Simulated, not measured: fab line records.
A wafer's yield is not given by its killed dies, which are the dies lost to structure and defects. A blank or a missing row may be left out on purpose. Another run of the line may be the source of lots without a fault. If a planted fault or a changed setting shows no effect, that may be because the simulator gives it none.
Which tool was responsible? -- flow gf180mcu -- 36 wafers from 12 lots sampled at 6 of the route's 602 steps

WHAT EACH GAUGE READ, for each wafer
GF_HV_LDD_OVL_MEAS_32.
lot,measured,on,HV_LDD_02_OVL (nm)
L308,day 12 01:23,overlay-01,3.0 3.4 0.9
L309,day 12 08:49,overlay-02,1.9 2.9 2.1
L313,day 13 11:26,overlay-02,4.1 3.2 2.2
L315,day 14 04:14,overlay-02,-0.6 -1.6 0.3
L317,day 14 22:16,overlay-01,3.1 3.9 2.3
L320,day 15 20:23,overlay-02,-0.7 0.9 -1.6
L322,day 16 10:38,overlay-02,0.3 0.5 -0.9
L323,day 16 17:31,overlay-02,0.8 -0.2 1.9
L325,day 17 13:44,overlay-01,1.4 0.4 3.0
L328,day 18 16:46,overlay-02,0.2 0.7 2.2
L329,day 18 20:07,overlay-01,2.3 2.0 2.7
L330,day 19 02:20,overlay-02,0.2 1.8 1.3

GF_HV_LDD_TW_MEAS_38.
lot,measured,on,HV_LDD_3_TW
L308,day 12 02:12,film metro-04,1431 1426 1430
L309,day 12 09:33,film metro-04,1426 1431 1430
L313,day 13 12:29,film metro-04,1533 1543 1535
L315,day 14 05:18,film metro-04,1543 1536 1546
L317,day 14 22:59,film metro-03,1441 1449 1451
L320,day 15 21:08,film metro-04,1440 1437 1437
L322,day 16 11:22,film metro-04,1440 1438 1428
L323,day 16 18:15,film metro-03,1435 1438 1437
L325,day 17 14:28,film metro-04,1436 1438 1432
L328,day 18 17:31,film metro-04,1440 1438 1432
L329,day 18 20:51,film metro-04,1427 1437 1442
L330,day 19 03:07,film metro-03,1436 1430 1428

GF_HV_LDD_RS_MEAS_53: measurement is done with a four-point probe.
lot,measured,on,HV_LDD_RS (ohm/sq)
L308,day 12 21:48,film metro-04,418.5 419.6 418.3
L309,day 13 06:11,film metro-04,417.7 417.2 418.6
L313,day 14 08:44,film metro-01,400.0 399.2 398.7
L315,day 15 02:35,film metro-04,399.0 398.8 398.8
L317,day 15 21:07,film metro-03,416.4 417.0 416.3
L320,day 16 19:14,film metro-04,418.4 419.1 417.7
L322,day 17 09:53,film metro-04,418.5 418.2 418.5
L323,day 17 17:55,film metro-04,417.9 418.6 417.8
L325,day 18 14:05,film metro-04,417.0 418.2 418.2
L328,day 19 18:29,film metro-03,418.1 418.0 417.7
L329,day 19 21:35,film metro-03,418.6 417.9 418.3
L330,day 20 04:23,film metro-03,418.4 418.0 418.4

WHICH TOOL RAN EACH LOT (tool, then ch and the chambers of the sampled wafers, then the start)
lot,GF_VT_IMPLANT_RTA_45,GF_HV_LDD_IMPLANT_34,GF_HV_LDD_STRIP_37
L308,"rtp anneal-02 ch 0, day 8 01:10","implanter-03 ch 0, day 12 01:34","plasma asher-02 ch 0,1, day 12 02:01"
L309,"rtp anneal-01 ch 0, day 8 04:52","implanter-03 ch 0, day 12 09:00","plasma asher-01 ch 0,1, day 12 09:27"
L313,"rtp anneal-01 ch 0, day 9 06:44","implanter-04 ch 0, day 13 11:37","plasma asher-01 ch 0,1, day 13 12:23"
L315,"rtp anneal-02 ch 0, day 9 20:39","implanter-04 ch 0, day 14 04:28","plasma asher-01 ch 0,1, day 14 05:13"
L317,"rtp anneal-02 ch 0, day 10 12:13","implanter-01 ch 0, day 14 22:26","plasma asher-02 ch 0,1, day 14 22:53"
L320,"rtp anneal-01 ch 0, day 11 07:16","implanter-03 ch 0, day 15 20:35","plasma asher-02 ch 0,1, day 15 21:01"
L322,"rtp anneal-01 ch 0, day 11 17:51","implanter-04 ch 0, day 16 10:49","plasma asher-02 ch 0,1, day 16 11:16"
L323,"rtp anneal-02 ch 0, day 12 01:59","implanter-01 ch 0, day 16 17:43","plasma asher-01 ch 0,1, day 16 18:08"
L325,"rtp anneal-01 ch 0, day 12 16:28","implanter-03 ch 0, day 17 13:55","plasma asher-03 ch 0, day 17 14:22"
L328,"rtp anneal-02 ch 0, day 13 13:59","implanter-01 ch 0, day 18 16:59","plasma asher-02 ch 0,1, day 18 17:26"
L329,"rtp anneal-02 ch 0, day 13 20:02","implanter-03 ch 0, day 18 20:19","plasma asher-03 ch 0,1, day 18 20:44"
L330,"rtp anneal-02 ch 0, day 14 02:44","implanter-01 ch 0, day 19 02:32","plasma asher-01 ch 0,1, day 19 02:58"
- GF_VT_IMPLANT_RTA_45: time 30 s.
- GF_HV_LDD_IMPLANT_34
- GF_HV_LDD_STRIP_37: strips in O2/N2.

WHAT THE TOOLS THEMSELVES READ (means of the sampled wafers that have a number; where no wafer has one, the mark that the record gives instead)
GF_VT_IMPLANT_RTA_45.
lot,tool,lamp power pct (%),wafer_temp_C_max
L308,rtp anneal-02,36,1054.9
L309,rtp anneal-01,46,1053.9
L313,rtp anneal-01,46,1054.3
L315,rtp anneal-02,36,1054.6
L317,rtp anneal-02,36,1054.4
L320,rtp anneal-01,46,1053.9
L322,rtp anneal-01,46,1054.7
L323,rtp anneal-02,36,1054.7
L325,rtp anneal-01,46,1053.5
L328,rtp anneal-02,36,1053.9
L329,rtp anneal-02,36,1054.6
L330,rtp anneal-02,36,1054.7

GF_HV_LDD_IMPLANT_34.
lot,tool,beam on s (s),faraday current uA
L308,implanter-03,9.88,42.8
L309,implanter-03,9.98,42.4
L313,implanter-04,9.87,42.9
L315,implanter-04,10.08,42.0
L317,implanter-01,10.04,42.1
L320,implanter-03,10.09,41.8
L322,implanter-04,10.17,41.6
L323,implanter-01,10.00,42.3
L325,implanter-03,10.04,42.2
L328,implanter-01,10.15,41.7
L329,implanter-03,10.14,41.7
L330,implanter-01,9.94,42.5

GF_HV_LDD_STRIP_37.
lot,tool,drypump motor current A (A),heater power w (W),oes product au (a.u.),strip time to endpoint s (s)
L308,plasma asher-02,5.7,344,0.720,12.63
L309,plasma asher-01,5.3,338,0.716,12.66
L313,plasma asher-01,5.5,351,0.719,12.63
L315,plasma asher-01,5.4,352,0.712,12.63
L317,plasma asher-02,5.2,366,0.721,12.62
L320,plasma asher-02,5.2,359,0.722,12.65
L322,plasma asher-02,5.7,344,0.720,12.61
L323,plasma asher-01,5.5,352,0.714,12.61
L325,plasma asher-03,4.7,283,0.717,12.59
L328,plasma asher-02,5.7,344,0.716,12.62
L329,plasma asher-03,4.8,328,0.718,12.63
L330,plasma asher-01,5.3,346,0.713,12.65

THE ANSWER, worked out from the rows above alone
Rule: the lots themselves supply what counts as usual. The widest of any qualifying gaps counts: lots, ordered by their means at a reading, are off when they make up no more than a third of the lots, leave a main group of 4 or more, and stand apart from it by 3 or more times the standard deviation of that group's means. Not used: any main group whose means are identical at the precision the tables above print for the reading. Also off: a lot with no number at a reading for which 4 or more lots have one. The other lots that the step has rows for count as sound. After the gauges, taken in route order, come the tools' own readings; for these a lot's mean is taken, as printed above. At the first step where some lot is off, the reading lying furthest off is the one used; lots without a number count as furthest.
Off: at GF_HV_LDD_TW_MEAS_38 (HV_LDD_3_TW), L313, L315. Main group: mean 1435, sd 4.9.
If a tool, at a process step before that reading, ran all the lots that are off and no sound lot after the first of them, it fits. The gauges at GF_HV_LDD_TW_MEAS_38 are tried like those tools. Of those tried, none fits.

WHAT THE SIMULATOR PUT IN
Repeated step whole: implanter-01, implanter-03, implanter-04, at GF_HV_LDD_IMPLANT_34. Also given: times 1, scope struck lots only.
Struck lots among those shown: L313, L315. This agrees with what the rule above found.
